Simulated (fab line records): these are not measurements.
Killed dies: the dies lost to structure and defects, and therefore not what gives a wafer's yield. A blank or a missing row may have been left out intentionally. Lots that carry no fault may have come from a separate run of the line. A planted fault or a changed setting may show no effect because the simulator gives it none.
Chamber matching :: flow sky130 :: 4 sister chambers for SKY_VIA2_ETCH_15 on rie-diel-04
The step etches SiO2 in C4F8/O2/Ar, stops on TiN, target depth 546 nm, time 84 s. 4 wafers are shown with their chamber, then 7 later ones without.

## WAFERS WITH THEIR CHAMBER
wafer: L087.6
chamber: 0
oes-product-au (a.u.): 0.941

wafer: L090.1
chamber: 3
oes-product-au (a.u.): 0.942

wafer: L095.2
chamber: 2
oes-product-au (a.u.): 0.934

wafer: L095.4
chamber: 1
oes-product-au (a.u.): 0.935

## WAFERS MISSING THEIR CHAMBER
wafer: L095.6
oes-product-au (a.u.): 0.944

wafer: L096.1
oes-product-au (a.u.): 0.941

wafer: L096.2
oes-product-au (a.u.): 0.939

wafer: L096.3
oes-product-au (a.u.): 0.933

wafer: L096.4
oes-product-au (a.u.): 0.942

wafer: L096.5
oes-product-au (a.u.): 0.943

wafer: L096.6
oes-product-au (a.u.): 0.938

## WHICH CHAMBER EACH ONE RAN IN
wafer: L095.6
from the rows above: can't be placed: 3 or 0
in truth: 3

wafer: L096.1
from the rows above: can't be placed: 0 or 3
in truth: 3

wafer: L096.2
from the rows above: can't be placed: 0 or 3 or 1 or 2
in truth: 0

wafer: L096.3
from the rows above: can't be placed: 2 or 1
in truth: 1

wafer: L096.4
from the rows above: can't be placed: 3 or 0
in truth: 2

wafer: L096.5
from the rows above: can't be placed: 3 or 0
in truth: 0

wafer: L096.6
from the rows above: can't be placed: 1 or 0 or 2 or 3
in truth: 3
Correctly placed: 0 of 7. Unplaceable from these rows: 7, with the true chamber sitting among the candidates in 6. Wrongly placed: 0.
How it was worked out, from the rows above alone: a wafer's distance from a chamber is the root of the sum, over the readings, of the square of ((its reading less the chamber's mean) divided by the reading's scatter). The wafer belongs to the nearest chamber; if the next one is less than 2 further off, it can't be placed. The mean given for a chamber averages the wafers shown for that chamber. The scatter: root of mean squared gap, hidden wafer to nearest shown wafer, with one shown wafer a chamber.
